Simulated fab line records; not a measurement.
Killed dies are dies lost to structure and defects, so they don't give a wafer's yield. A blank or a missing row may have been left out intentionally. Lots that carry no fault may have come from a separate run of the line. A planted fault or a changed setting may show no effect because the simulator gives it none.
Struck lot and sound lot, side by side + flow sky130 + 36 steps out of a route of 708
Sound: these wafers, L282.1, L282.5, L282.6. Struck: wafers L294.2, L294.4, L294.6. At the end, the cause is stated.
For every step that has rows: the tool of each side, followed by ch and its chambers, followed by its first start. Under that, the readings that differ: sound wafers + struck wafers + difference of the means + sigmas: that difference in standard deviations of wafers without a fault.
alike: readings with means less than 2 such deviations apart, plus words and numbers identical on both sides. not compared: withheld readings, readings lacking a value on some wafer, bounds such as >300 that could conceal the same value, and numbers that have no deviation in the record and whose values overlap.
Wherever a step has rows on one side only, a row that says differs or no value, or a row with sigmas, the two part there. Non-overlapping numbers with no deviation appear without sigmas and do not part them. Lack of a reading on every wafer of one side parts them only where that side has two or more wafers.

first, 9 steps without rows for these wafers: SKY_VIA4_ETCH_12 (etches SiO2 in C4F8/O2/Ar, stops on TiN, target depth 580 nm); SKY_VIA4_STRIP_13 (strips in O2/N2); SKY_VIA4_STRIP_14 (strips in post etch residue remover, time 1200 s); SKY_VIA4_CLEAN_15 (cleans in IPA, time 180 s); SKY_VIA4_CLEAN_16 (cleans in O3/DIW); SKY_VIA4_SPUTTER_17 (material TiN, target thk 20 nm, time 80 s); SKY_VIA4_CVD_18 (deposits W, target thk 505 nm, time 152.14 s); SKY_VIA4_CMP_21 (polishes, stops on SiO2, t overpolish 25 s, target thk 0 nm); SKY_METAL5_SPUTTER_00 (material Ti, target thk 15 nm, time 10 s).
SKY_METAL5_SPUTTER_01: material TiN, target thk 20 nm, time 16.7 s.
  sound on pvd_sputter-02, day 44 11:38; struck on pvd_sputter-02, day 47 08:46
  alike: cathode_dc_power_W, throttle_valve_pct
then, 25 steps without rows for these wafers: SKY_METAL5_SPUTTER_02 (material AlCu, target thk 1150 nm, time 61.2 s); SKY_METAL5_SPUTTER_03 (material Ti, target thk 5 nm, time 3.3 s); SKY_METAL5_SPUTTER_04 (material TiN, target thk 70 nm, time 58.3 s); SKY_METAL5_DEHYDRATE_07 (time 60 s); SKY_METAL5_HMDS_08 (prime time 60 s); SKY_METAL5_COAT_09 (resist thk 1800 nm); SKY_METAL5_SOFTBAKE_10 (time 60 s); SKY_METAL5_EXPOSE_11 (exposes mask MM5, target cd 1600 nm); SKY_METAL5_PEB_12; SKY_METAL5_DEVELOP_13 (develop time 60 s); SKY_METAL5_DESCUM_14 (chemistry O2, time 11 s); SKY_METAL5_METAL_ETCH_15 (etches the open film in Cl2/BCl3, stops on SiO2, target depth 1260 nm, time 252 s); SKY_METAL5_STRIP_16 (strips in O2/N2); SKY_METAL5_STRIP_17 (strips in post etch residue remover, time 1200 s); SKY_METAL5_CLEAN_18 (cleans in IPA, time 180 s); SKY_METAL5_CLEAN_19 (cleans in O3/DIW); SKY_PASSIVATION_CVD_00 (deposits SiO2, target thk 90 nm); SKY_PASSIVATION_CVD_02 (deposits Si3N4, target thk 540 nm); SKY_PASSIVATION_DEHYDRATE_04 (time 60 s); SKY_PASSIVATION_HMDS_05 (prime time 60 s); SKY_PASSIVATION_COAT_06 (resist thk 3000 nm); SKY_PASSIVATION_SOFTBAKE_07; SKY_PASSIVATION_EXPOSE_08 (exposes mask NSM, target cd 3000 nm); SKY_PASSIVATION_PEB_09; SKY_PASSIVATION_DEVELOP_10 (develop time 60 s).
-- the record jumps here: 2 days lie between the struck wafers' starts before and after (it left off in module PASSIVATION and takes up again in module PAD_OPEN, whose first step shown is number 708 of the route) --
SKY_PAD_OPEN_PROBE_99:
  sound on prober-02, day 47 07:02; struck on prober-02, day 49 19:08
| reading                               | sound              | struck            | difference | sigmas |
|---------------------------------------|--------------------|-------------------|------------|--------|
| defect_limited_yield (%)              | 82.9 85.4 82.9     | 75.2 75.2 76.4    | -8.1       | -5     |
| killed_at_M4_up                       | 2 4 1              | 41 45 38          | +39        | +23    |
| killed_dies                           | 84 72 84           | 122 122 116       | +40        | +4     |
| sort_bin_3_pad_short (%)              | 0.6 0.8 0.8        | 2.0 2.8 2.2       | +1.6       | +4     |
| sort_bin_5_function (%)               | 11.2 8.3 9.1       | 16.5 15.9 14.2    | +6.0       | +4     |
| sort_n_pass                           | 408 420 408        | 370 370 376       | -40        | -4     |
| sort_yield_pct (%)                    | 82.9 85.4 82.9     | 75.2 75.2 76.4    | -8.1       | -5     |
| model.etest.tester.sort_n_pass        | 408 420 408        | 370 370 376       | -40        |        |
| model.etest.tester.sort_yield_pct (%) | 82.93 85.37 82.93  | 75.2 75.2 76.42   | -8.1       |        |
| model.etest.tester.sort_bin_5_pct (%) | 11.18 8.333 9.146  | 16.46 15.85 14.23 | +5.96      |        |
| model.etest.tester.sort_bin_3_pct (%) | 0.6098 0.813 0.813 | 2.033 2.846 2.236 | +1.626     |        |
  alike: killed_at_M0_to_M3, killed_at_contacts, killed_at_front_end, killed_at_other, killed_open, killed_short, sort_bin_6_memory

## WHERE THEY PART
Within this record, at SKY_PAD_OPEN_PROBE_99 only.

WHY: what the simulator had put in
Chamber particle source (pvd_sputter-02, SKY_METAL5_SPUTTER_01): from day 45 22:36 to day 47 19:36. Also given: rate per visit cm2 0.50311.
